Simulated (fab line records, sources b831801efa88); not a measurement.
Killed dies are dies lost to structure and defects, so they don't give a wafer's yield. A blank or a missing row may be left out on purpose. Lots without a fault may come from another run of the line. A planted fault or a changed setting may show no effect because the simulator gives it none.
fab line records | flow sky130
record lots=12 wafers=36 last_day=50
route steps=708 shown LI_CONTACT@378 LOCAL_INTERCONNECT@387 PAD_OPEN@708
lots that met no fault: from a run of the same line without faults
start_h: hours from the record's first day to the start of the lot's first wafer shown | wait_h: hours since the lot's step before | " the same as in the row above | L1.1+2: a row that stands for several wafers | - no value, or no start given | * or withheld: withheld | < > ~ a bound
route shown NAME@n: a module of which the file shows steps, and the number in the route of the first | usual: mean/standard deviation of fault-free wafers | same: alike in all rows | chamber/n: place in a boat | sites: the reading at each site | _std_site: their standard deviation | _edge_site: outer sites' mean less inner sites' | radius_mm: how far each site lies from the wafer's centre | mask NAME#n: copy n | behind: the tool/chamber that last shaped the wafer | hold: why the lot was held/for how many hours/how that ended | device: the transistor (n, p or np) that didn't switch | end of line: the same wafers' tests at the end of the route | a step without rows: its recipe alone | killed: dies lost to structure and defects at the first sort, not the wafer's yield | map: a wafer's dies, x killed, . not, _ none there
set.NAME: the setting as run; set.NAME@STEP: as run at that earlier step | model.NAME: the simulator's own value behind a step, which no gauge read
steps of the route over a sample of lots; a table a step, a row a wafer
services: from which hour (start_h, from the record's first day; less than 0 if before it) a tool's chamber was out of use, for how many hours, and why
## steps
# step SKY_LI_CONTACT_STRIP_16
# recipe chemistry=O2/N2 power_w=1400 pressure_mtorr=1500 platen_temp_c=withheld o2_flow_sccm=3000 n2_flow_sccm=300 overash_fraction=0.5
# usual drypump_motor_current_A=5.7/0.31 oes_product_au=0.376/0.0051 strip_time_to_endpoint_s=3.49/0.033
# same overash_fraction=0.5
# columns lot.wafer tool chamber start_h wait_h drypump_motor_current_A oes_product_au rf_hours_counter_h strip_time_to_endpoint_s
L473.1 plasma_asher-02 1 710.23 - 5.4 0.373 26 3.49
L473.2 " 0 " " 5.5 0.373 26 3.48
L473.3 " 1 " " 5.4 0.380 - 3.48
L474.1 plasma_asher-01 1 710.58 - 6.3 0.370 57 3.48
L474.3 " 1 " " 6.3 0.364 - 3.49
L474.5 " 0 " " 5.9 0.371 - 3.47
L476.1 plasma_asher-04 1 718.08 - 5.9 0.375 92 3.54
L476.2 " 0 " " 5.6 0.373 92 3.47
L476.6 " 0 " " 5.6 0.382 - 3.54
L478.3 plasma_asher-02 0 728.11 - 5.5 0.375 - 3.49
L478.4 " 1 " " 5.4 0.370 - 3.43
L478.5 " 1 " " 5.4 0.376 - 3.47
L479.1 plasma_asher-04 1 745.03 - 5.9 0.366 95 3.46
L479.3 " 0 " " 5.6 0.374 - 3.47
L479.6 " 0 " " 5.6 0.370 - 3.48
L480.1 plasma_asher-02 0 748.13 - 5.5 0.373 30 3.48
L480.3 " 0 " " 5.5 0.380 - 3.53
L480.4 " 1 " " 5.4 0.374 - 3.50
L487.3 plasma_asher-01 1 796.92 - 6.3 0.378 - 3.44
L487.4 " 0 " " 5.8 0.379 - 3.50
L487.6 " 0 " " 5.8 0.373 - 3.43
L489.1 plasma_asher-04 0 807.84 - 5.6 0.368 101 3.54
L489.2 " 1 " " 5.9 0.394 101 3.53
L489.3 " 1 " " 5.9 0.376 - 3.47
L491.1 plasma_asher-02 0 824.23 - 5.5 0.378 38 3.46
L491.2 " 1 " " 5.4 0.369 38 3.49
L491.5 " 0 " " 5.5 0.370 - 3.45
L493.1 plasma_asher-04 0 858.18 - 5.6 0.378 106 3.50
L493.4 " 0 " " 5.6 0.380 - 3.50
L493.6 " 0 " " 5.6 0.371 - 3.46
L494.2 plasma_asher-02 1 859.34 - 5.4 0.375 41 3.51
L494.4 " 0 " " 5.5 0.376 - 3.53
L494.6 " 0 " " 5.4 0.373 - 3.51
L495.2 plasma_asher-04 1 861.89 - 5.9 0.374 106 3.51
L495.4 " 1 " " 5.9 0.371 - 3.51
L495.5 " 0 " " 5.6 0.378 - 3.50
# step SKY_LI_CONTACT_THK_MEAS_23
# recipe thk_meas_gauge=xrf reads=W_of_LI_CONTACT_CVD_21
# usual LI_CONTACT_W_THK=414/6.8
# columns lot.wafer tool chamber start_h wait_h LI_CONTACT_W_THK[nm]
L473.1 film_metro-04 - 710.94 0.1 405
L473.2 " - " " 409
L473.3 " - " " 415
L474.1 film_metro-01 - 711.25 0.1 402
L474.3 " - " " 401
L474.5 " - " " 407
L476.1 film_metro-03 - 718.75 0.1 409
L476.2 " - " " 413
L476.6 " - " " 412
L478.3 film_metro-03 - 728.79 0.1 419
L478.4 " - " " 412
L478.5 " - " " 414
L479.1 film_metro-01 - 745.71 0.1 408
L479.3 " - " " 400
L479.6 " - " " 404
L480.1 film_metro-03 - 748.82 0.1 417
L480.3 " - " " 426
L480.4 " - " " 418
L487.3 film_metro-04 - 797.60 0.1 414
L487.4 " - " " 414
L487.6 " - " " 419
L489.1 film_metro-01 - 808.52 0.1 407
L489.2 " - " " 420
L489.3 " - " " 414
L491.1 film_metro-04 - 824.95 0.1 425
L491.2 " - " " 420
L491.5 " - " " 422
L493.1 film_metro-01 - 858.86 0.1 402
L493.4 " - " " 409
L493.6 " - " " 411
L494.2 film_metro-03 - 860.03 0.1 413
L494.4 " - " " 415
L494.6 " - " " 411
L495.2 film_metro-04 - 862.58 0.1 415
L495.4 " - " " 411
L495.5 " - " " 413
# step SKY_LI_CONTACT_CMP_24
# recipe stop_on=PSG t_overpolish_s=20 down_force_psi=3.5 platen_rpm=60 target_thk_nm=0 pad_velocity_m_s=0.94248
# usual motor_current_A=11.1/1.2 overpolish_run_s=20.000/0.0092 time_to_endpoint_s=98/3.5
# columns lot.wafer tool chamber start_h wait_h motor_current_A overpolish_run_s time_to_endpoint_s
L473.2 cmp-01 1 711.05 0.1 11.5 19.999 100
L473.1 " 2 " " 11.1 19.992 100
L473.3 " 3 " " 9.3 20.012 100
L474.3 cmp-01 3 711.31 0.0 9.4 20.000 98
L474.1 " 1 " " 11.5 20.005 98
L474.5 " 3 " " 9.2 19.993 101
L476.2 cmp-01 2 718.81 0.0 10.9 20.002 100
L476.1 " 0 " " 12.6 20.002 94
L476.6 " 2 " " 10.9 19.990 93
L478.4 cmp-02 2 728.83 0.0 10.7 19.996 96
L478.3 " 0 " " 9.8 20.006 96
L478.5 " 2 " " 11.6 20.004 96
L479.1 cmp-01 3 745.87 0.1 9.2 20.003 98
L479.3 " 0 " " 12.2 20.003 97
L479.6 " 2 " " 10.6 20.015 100
L480.1 cmp-01 3 748.88 0.1 9.0 19.986 100
L480.4 " 1 " " 11.0 19.993 94
L480.3 " 2 " " 11.5 20.023 98
L487.3 cmp-01 1 797.98 0.4 11.2 19.991 92
L487.4 " 3 " " 9.6 20.007 96
L487.6 " 1 " " 11.1 19.992 94
L489.2 cmp-01 0 808.58 0.0 12.7 20.001 99
L489.3 " 1 " " 11.6 19.981 96
L489.1 " 2 " " 11.0 20.000 101
L491.1 cmp-02 2 825.01 0.1 11.6 19.980 108
L491.2 " 0 " " 10.0 20.005 103
L491.5 " 3 " " 11.7 20.001 108
L493.4 cmp-02 0 859.11 0.2 9.8 20.004 96
L493.1 " 1 " " 11.8 20.011 96
L493.6 " 1 " " 11.6 20.001 101
L494.4 cmp-02 1 860.08 0.0 12.3 19.996 93
L494.2 " 2 " " 11.1 20.001 99
L494.6 " 2 " " 10.7 20.018 96
L495.2 cmp-02 3 862.92 0.3 11.8 20.009 100
L495.4 " 0 " " 9.4 19.999 97
L495.5 " 3 " " 11.9 20.007 100
# step SKY_LOCAL_INTERCONNECT_SPUTTER_00
# recipe material=TiN target_thk_nm=100 temp_c=300 power_w=6500 time_s=83.3 chamber_pressure_pa=0.4
# usual cathode_dc_power_W=6499.9/1.2 chamber_pressure_pa=0.3999/0.00082 throttle_valve_pct=29.7/1.5
# columns lot.wafer tool chamber start_h wait_h cathode_dc_power_W chamber_pressure_pa throttle_valve_pct
L473.1 pvd_sputter-04 - 711.30 0.1 6499.8 0.3994 28.7
L473.2 " - " " 6498.9 0.4014 31.0
L473.3 " - " " 6499.6 0.3997 30.5
L474.1 pvd_sputter-01 - 711.61 0.1 6499.9 0.4003 31.0
L474.3 " - " " 6500.4 0.3991 28.0
L474.5 " - " " 6499.9 0.4003 28.1
L476.1 pvd_sputter-02 - 719.11 0.1 6496.9 0.3993 31.7
L476.2 " - " " 6500.8 0.3988 27.8
L476.6 " - " " 6499.4 0.3991 31.5
L478.3 pvd_sputter-01 - 729.13 0.1 - - -
L478.4 " - " " - - -
L478.5 " - " " - - -
L479.1 pvd_sputter-04 - 746.07 0.1 - - -
L479.3 " - " " - - -
L479.6 " - " " - - -
L480.1 pvd_sputter-01 - 749.18 0.2 - - -
L480.3 " - " " - - -
L480.4 " - " " - - -
L487.3 pvd_sputter-04 - 798.23 0.2 6500.8 0.3994 28.2
L487.4 " - " " 6501.1 0.3995 31.9
L487.6 " - " " 6502.0 0.4003 32.2
L489.1 pvd_sputter-01 - 808.88 0.1 6498.9 0.3992 27.9
L489.2 " - " " 6498.8 0.3990 30.4
L489.3 " - " " 6500.1 0.4006 31.1
L491.1 pvd_sputter-01 - 825.31 0.2 6499.9 0.4002 28.4
L491.2 " - " " 6501.2 0.4007 27.8
L491.5 " - " " 6499.8 0.4009 30.0
L493.1 pvd_sputter-01 - 859.41 0.2 6499.9 0.3996 28.5
L493.4 " - " " 6499.5 0.4009 31.1
L493.6 " - " " 6501.4 0.3990 30.5
L494.2 pvd_sputter-02 - 860.38 0.2 6497.7 0.3996 31.3
L494.4 " - " " 6500.3 0.4000 27.6
L494.6 " - " " 6499.4 0.4003 27.6
L495.2 pvd_sputter-01 - 863.22 0.2 6499.0 0.3985 30.3
L495.4 " - " " 6498.5 0.4002 28.4
L495.5 " - " " 6500.9 0.4007 31.0
# step SKY_LOCAL_INTERCONNECT_RS_MEAS_01
# recipe thk_meas_gauge=four-point-probe reads=TiN_of_LOCAL_INTERCONNECT_SPUTTER_00
# usual LOCAL_INTERCONNECT_TIN_RS=14.10/0.18
# columns lot.wafer tool chamber start_h wait_h hold LOCAL_INTERCONNECT_TIN_RS[ohm/sq]
L473.1 film_metro-03 - 711.38 0.1 - 13.90
L473.2 " - " " - 13.85
L473.3 " - " " - 13.99
L474.1 film_metro-02 - 711.68 0.0 - 14.53
L474.3 " - " " - 14.31
L474.5 " - " " - 14.33
L476.1 film_metro-03 - 719.18 0.0 - 14.25
L476.2 " - " " - 14.27
L476.6 " - " " - 14.22
L478.3 film_metro-02 - 729.23 0.1 await_dispo/0.2h/release -
L478.4 " - " " await_dispo/0.2h/release -
L478.5 " - " " await_dispo/0.2h/release -
L478.3 film_metro-02 - 729.52 0.3 - -
L478.4 " - " " - -
L478.5 " - " " - -
L479.1 film_metro-02 - 746.13 0.0 await_dispo/0.2h/release -
L479.3 " - " " await_dispo/0.2h/release -
L479.6 " - " " await_dispo/0.2h/release -
L479.1 film_metro-02 - 746.42 0.3 - -
L479.3 " - " " - -
L479.6 " - " " - -
L480.1 film_metro-02 - 749.24 0.0 await_dispo/0.2h/release -
L480.3 " - " " await_dispo/0.2h/release -
L480.4 " - " " await_dispo/0.2h/release -
L480.1 film_metro-02 - 749.53 0.3 - -
L480.3 " - " " - -
L480.4 " - " " - -
L487.3 film_metro-02 - 798.34 0.1 - 14.10
L487.4 " - " " - 14.12
L487.6 " - " " - 14.26
L489.1 film_metro-04 - 808.94 0.0 - 13.85
L489.2 " - " " - 13.91
L489.3 " - " " - 13.91
L491.1 film_metro-03 - 825.38 0.0 - 13.98
L491.2 " - " " - 14.18
L491.5 " - " " - 14.10
L493.1 film_metro-03 - 859.48 0.0 - 13.96
L493.4 " - " " - 14.09
L493.6 " - " " - 14.07
L494.2 film_metro-02 - 860.46 0.1 - 13.99
L494.4 " - " " - 13.97
L494.6 " - " " - 13.97
L495.2 film_metro-04 - 863.31 0.1 - 14.19
L495.4 " - " " - 14.04
L495.5 " - " " - 14.41
# step SKY_PAD_OPEN_PROBE_99
# usual defect_limited_yield=82.5/1.8 killed_at_M0_to_M3=44/7.1 killed_at_M4_up=3.0/1.9 killed_at_contacts=25/5.6 killed_at_front_end=14/4.1 killed_at_other=0.2/0.44 killed_dies=86/9.1 killed_open=47/7.4 killed_short=39/5.7 sort_bin_3_pad_short=0.9/0.37 sort_bin_5_function=10.3/1.6 sort_bin_6_memory=6.3/1.1 sort_n_pass=406/9.1 sort_yield_pct=82.5/1.8
# same gross_dies=492 killed_at_back_side=0 sort_bin_4_leakage[%]=0 sort_bin_8_speed[%]=0
# columns lot.wafer tool chamber start_h wait_h defect_limited_yield[%] killed_at_M0_to_M3 killed_at_M4_up killed_at_contacts killed_at_front_end killed_at_other killed_dies killed_open killed_short sort_bin_3_pad_short[%] sort_bin_5_function[%] sort_bin_6_memory[%] sort_n_pass sort_yield_pct[%]
L474.1 prober-01 - 1095.57 0.1 80.3 57 5 24 11 0 97 56 41 1.2 10.8 7.7 395 80.3
L474.3 prober-01 - 1095.67 0.2 83.9 45 2 22 10 0 79 39 40 0.6 9.6 5.9 413 83.9
L474.5 prober-01 - 1095.77 0.2 84.3 37 1 27 12 0 77 39 38 0.8 7.3 7.5 415 84.3
L476.1 prober-02 - 1101.99 0.1 83.7 40 4 23 13 0 80 52 28 0.6 9.8 5.9 412 83.7
L476.2 prober-02 - 1102.04 0.1 81.9 37 4 30 18 0 89 53 36 1.0 11.2 5.9 403 81.9
L476.6 prober-02 - 1102.24 0.2 83.9 34 3 24 18 0 79 47 32 0.8 10.2 5.1 413 83.9
L487.3 prober-01 - 1164.28 0.2 82.1 37 1 39 11 0 88 49 39 0.6 11.8 5.5 404 82.1
L487.4 prober-01 - 1164.33 0.2 83.5 44 4 21 12 0 81 41 40 1.4 11.6 3.5 411 83.5
L487.6 prober-01 - 1164.43 0.2 86.0 35 1 22 11 0 69 37 32 0.4 7.7 5.9 423 86.0
L489.1 prober-02 - 1169.27 0.1 80.3 47 4 29 17 0 97 46 51 1.0 12.6 6.1 395 80.3
L489.2 prober-02 - 1169.32 0.1 81.1 56 2 27 7 1 93 50 43 1.2 9.3 8.3 399 81.1
L489.3 prober-02 - 1169.37 0.2 82.7 33 4 35 13 0 85 49 36 1.2 8.9 7.1 407 82.7
L491.1 prober-02 - 1174.60 0.1 81.5 44 2 29 16 0 91 54 37 1.0 10.4 7.1 401 81.5
L491.2 prober-02 - 1174.65 0.1 80.9 44 1 28 21 0 94 59 35 0.4 9.6 9.1 398 80.9
L491.5 prober-02 - 1174.80 0.2 84.6 42 3 16 15 0 76 35 41 0.6 8.7 6.1 416 84.6
L493.1 prober-01 - 1206.06 0.1 79.9 55 2 30 12 0 99 46 53 0.8 11.6 7.7 393 79.9
L493.4 prober-01 - 1206.21 0.2 82.1 42 2 24 20 0 88 49 39 1.0 12.0 4.9 404 82.1
L493.6 prober-01 - 1206.31 0.2 81.5 53 3 22 13 0 91 48 43 1.6 11.4 5.5 401 81.5
# killed by level:class
L474.1 VIA1:geometric_particle:open=16 VIA2:geometric_particle:open=10 LOCAL_INTERCONNECT:geometric_particle:short=8 VIA3:geometric_particle:open=8 LI_CONTACT:geometric_particle:open=7 METAL2:geometric_particle:short=7 METAL1:geometric_particle:short=5 CONTACT:geometric_particle:open=5
L474.3 VIA1:geometric_particle:short=12 CONTACT:geometric_particle:open=10 VIA1:geometric_particle:open=8 VIA2:geometric_particle:open=7 VIA3:geometric_particle:open=6 LOCAL_INTERCONNECT:geometric_particle:short=5 METAL1:geometric_particle:short=5 POLY_GATE:geometric_particle:short=3
L474.5 CONTACT:geometric_particle:open=11 CONTACT:geometric_particle:short=7 VIA1:geometric_particle:open=7 VIA1:geometric_particle:short=6 METAL1:geometric_particle:short=5 VIA2:geometric_particle:open=5 VIA3:geometric_particle:open=5 LOCAL_INTERCONNECT:geometric_particle:short=4
L476.1 CONTACT:geometric_particle:open=11 VIA1:geometric_particle:open=9 VIA3:geometric_particle:open=8 VIA2:geometric_particle:open=5 POLY_GATE:geometric_particle:open=4 VIA3:geometric_particle:short=4 LI_CONTACT:geometric_particle:open=4 CONTACT:geometric_particle:short=4
L476.2 CONTACT:geometric_particle:open=9 VIA1:geometric_particle:open=8 CONTACT:geometric_particle:short=8 VIA2:geometric_particle:open=8 FIELD_ISO:geometric_particle:open=7 VIA3:geometric_particle:open=6 LI_CONTACT:geometric_particle:open=5 POLY_GATE:geometric_particle:short=4
L476.6 CONTACT:geometric_particle:open=12 POLY_GATE:geometric_particle:open=7 VIA1:geometric_particle:open=7 VIA3:geometric_particle:open=6 LOCAL_INTERCONNECT:geometric_particle:short=5 LI_CONTACT:geometric_particle:open=5 FIELD_ISO:geometric_particle:open=4 VIA1:geometric_particle:short=4
L487.3 CONTACT:geometric_particle:open=16 LI_CONTACT:geometric_particle:open=10 VIA1:geometric_particle:open=9 METAL2:geometric_particle:short=6 CONTACT:geometric_particle:short=5 VIA3:geometric_particle:open=5 FIELD_ISO:geometric_particle:open=4 LOCAL_INTERCONNECT:geometric_particle:short=4
L487.4 CONTACT:geometric_particle:open=8 METAL2:geometric_particle:short=8 METAL1:geometric_particle:short=7 VIA3:geometric_particle:open=6 VIA1:geometric_particle:short=6 VIA3:geometric_particle:short=5 FIELD_ISO:geometric_particle:open=5 VIA2:geometric_particle:open=5
L487.6 VIA1:geometric_particle:open=10 CONTACT:geometric_particle:open=8 VIA2:geometric_particle:open=6 CONTACT:geometric_particle:short=5 FIELD_ISO:geometric_particle:short=4 METAL2:geometric_particle:short=4 VIA2:geometric_particle:short=3 LI_CONTACT:geometric_particle:open=3
L489.1 CONTACT:geometric_particle:open=13 METAL1:geometric_particle:short=8 VIA1:geometric_particle:short=7 VIA1:geometric_particle:open=7 METAL2:geometric_particle:short=7 LI_CONTACT:geometric_particle:open=6 FIELD_ISO:geometric_particle:open=5 CONTACT:geometric_particle:short=5
L489.2 VIA1:geometric_particle:open=12 VIA2:geometric_particle:open=11 METAL2:geometric_particle:short=9 CONTACT:geometric_particle:open=9 VIA1:geometric_particle:short=8 LOCAL_INTERCONNECT:geometric_particle:short=6 POLY_GATE:geometric_particle:open=5 CONTACT:geometric_particle:short=5
L489.3 CONTACT:geometric_particle:open=16 CONTACT:geometric_particle:short=10 VIA1:geometric_particle:open=8 POLY_GATE:geometric_particle:open=7 VIA2:geometric_particle:open=5 LI_CONTACT:geometric_particle:open=5 METAL2:geometric_particle:short=5 LOCAL_INTERCONNECT:geometric_particle:short=4
L491.1 VIA1:geometric_particle:open=14 CONTACT:geometric_particle:open=10 POLY_GATE:geometric_particle:open=6 VIA1:geometric_particle:short=6 LI_CONTACT:geometric_particle:open=6 CONTACT:geometric_particle:short=5 METAL3:geometric_particle:short=4 LOCAL_INTERCONNECT:geometric_particle:short=4
L491.2 VIA1:geometric_particle:open=10 CONTACT:geometric_particle:open=10 VIA3:geometric_particle:open=9 LI_CONTACT:geometric_particle:open=8 FIELD_ISO:geometric_particle:open=7 POLY_GATE:geometric_particle:open=5 VIA2:geometric_particle:open=5 FIELD_ISO:geometric_particle:short=4
L491.5 VIA1:geometric_particle:open=13 POLY_GATE:geometric_particle:short=6 METAL2:geometric_particle:short=6 LOCAL_INTERCONNECT:geometric_particle:short=6 FIELD_ISO:geometric_particle:short=4 CONTACT:geometric_particle:open=4 VIA2:geometric_particle:open=4 VIA3:geometric_particle:open=4
L493.1 VIA1:geometric_particle:open=16 METAL1:geometric_particle:short=9 LI_CONTACT:geometric_particle:open=8 CONTACT:geometric_particle:short=8 CONTACT:geometric_particle:open=8 VIA2:geometric_particle:short=8 LI_CONTACT:geometric_particle:short=5 METAL2:geometric_particle:short=5
L493.4 VIA1:geometric_particle:open=10 CONTACT:geometric_particle:open=8 METAL1:geometric_particle:short=7 CONTACT:geometric_particle:short=6 VIA1:geometric_particle:short=6 VIA3:geometric_particle:open=6 POLY_GATE:geometric_particle:short=5 FIELD_ISO:geometric_particle:open=4
L493.6 VIA1:geometric_particle:open=9 CONTACT:geometric_particle:open=8 VIA2:geometric_particle:open=8 CONTACT:geometric_particle:short=7 METAL2:geometric_particle:short=6 VIA3:geometric_particle:open=6 METAL1:geometric_particle:short=5 FIELD_ISO:geometric_particle:open=4
## services
# columns tool chamber start_h hours kind
plasma_asher-02 - 686.95 14.6 pm
plasma_asher-04 - 708.24 2.8 pm
plasma_asher-02 - 710.38 5.9 repair
pvd_sputter-04 - 711.92 13.0 repair
plasma_asher-01 - 714.56 1.7 repair
cmp-02 - 720.89 0.9 repair
cmp-01 - 724.00 9.1 pm
cmp-02 - 744.34 4.0 pm
plasma_asher-01 - 759.35 1.2 repair
pvd_sputter-04 - 771.44 3.4 repair
cmp-01 - 771.98 0.6 repair
pvd_sputter-01 - 782.32 7.8 repair
cmp-02 - 783.56 4.6 pm
pvd_sputter-04 - 783.80 4.6 repair
cmp-01 - 787.74 0.5 repair
cmp-02 - 788.29 11.5 pm
plasma_asher-01 - 792.45 2.2 repair
plasma_asher-01 - 806.03 1.4 repair
pvd_sputter-04 - 814.13 1.9 repair
cmp-02 - 823.24 1.2 repair
pvd_sputter-01 3 832.76 - consumable_replace:kit
pvd_sputter-01 3 832.76 18.0 scheduled_down
pvd_sputter-01 3 832.76 18.0 vent_cycle
cmp-01 - 850.40 16.3 repair
## key
first_sign step=SKY_LOCAL_INTERCONNECT_SPUTTER_00 reading=tool_record direction=missing
effect step=SKY_LOCAL_INTERCONNECT_RS_MEAS_01 reading=visit direction=added
met_at SKY_LOCAL_INTERCONNECT_SPUTTER_00
struck_lots L478,L479,L480
scrapped_behind SKY_LOCAL_INTERCONNECT_RS_MEAS_01 L478.3,L478.4,L478.5,L479.1,L479.3,L479.6,L480.1,L480.3,L480.4
loop_trim step=SKY_LI_CONTACT_EXPOSE_09 setting=dose lots=L479,L480
not_acting_at SKY_LI_CONTACT_STRIP_16,SKY_LI_CONTACT_THK_MEAS_23,SKY_LI_CONTACT_CMP_24
onset_between 711.61 729.13
fault kind=skipped_step_whole tool=pvd_sputter-01,pvd_sputter-04 chamber=- onset_h=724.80 steps=SKY_LOCAL_INTERCONNECT_SPUTTER_00 scope=struck_lots_only
# loop_trim: a control loop set the setting to another value than it would have without faults
